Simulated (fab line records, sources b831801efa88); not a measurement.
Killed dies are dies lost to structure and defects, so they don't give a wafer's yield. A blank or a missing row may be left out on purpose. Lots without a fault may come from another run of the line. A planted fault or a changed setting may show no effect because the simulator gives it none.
One fault seen from 2 desks | flow gf180mcu | each desk has only its own numbers; what lay behind them comes last

THE METROLOGY DESK
What the gauges read, lot by lot, whatever tool the lot ran on: means of the sampled wafers that have a number. A lot is out of limits, marked OUT, if its mean lies more than 4 standard deviations from the usual mean; the brackets give that distance.
Columns: A = cd_nm at GF_V2_CD_MEAS_14, usual 260.3 nm; B = V2_OVL at GF_V2_OVL_MEAS_15, usual -1 nm
lot  | first seen here | A     | B
L437 | day 21 02:24    | 260.6 | -5
L440 | day 21 07:45    | 258.6 | 3
L443 | day 22 03:36    | 260.6 | -4
L452 | day 25 04:27    | 260.8 | 1
L456 | day 26 14:57    | 260.0 | -3
L459 | day 27 12:02    | 262.3 | 0
This desk's finding: nothing out of limits on any of the 6 lots.

THE TOOL OWNER'S DESK: pvd_sputter-02
The tool's own readings at GF_V2_SPUTTER_21 (material Ti, target thk 15 nm, time 80.02 s): means of the sampled wafers that have a number, for each lot that ran on this tool. A lot is out of limits, marked OUT, if its mean lies more than 4 standard deviations from the usual mean; the brackets give that distance.
Columns: A = substrate_temp_c at GF_V2_SPUTTER_21, usual 199.99 C; B = throttle_valve_pct at GF_V2_SPUTTER_21, usual 30.3 %
lot  | first seen here | A      | B
L437 | day 21 03:12    | 200.05 | 30.1
L440 | day 21 09:03    | 199.93 | 29.7
L443 | day 22 04:24    | 200.17 | 29.7
L452 | day 25 05:15    | 200.17 | 29.9
This desk's finding: nothing out of limits on any of the 4 lots.

PUT TOGETHER
The metrology desk saw nothing out of limits.
The tool owner's desk saw nothing out of limits.

WHAT THE SIMULATOR HAD PUT IN
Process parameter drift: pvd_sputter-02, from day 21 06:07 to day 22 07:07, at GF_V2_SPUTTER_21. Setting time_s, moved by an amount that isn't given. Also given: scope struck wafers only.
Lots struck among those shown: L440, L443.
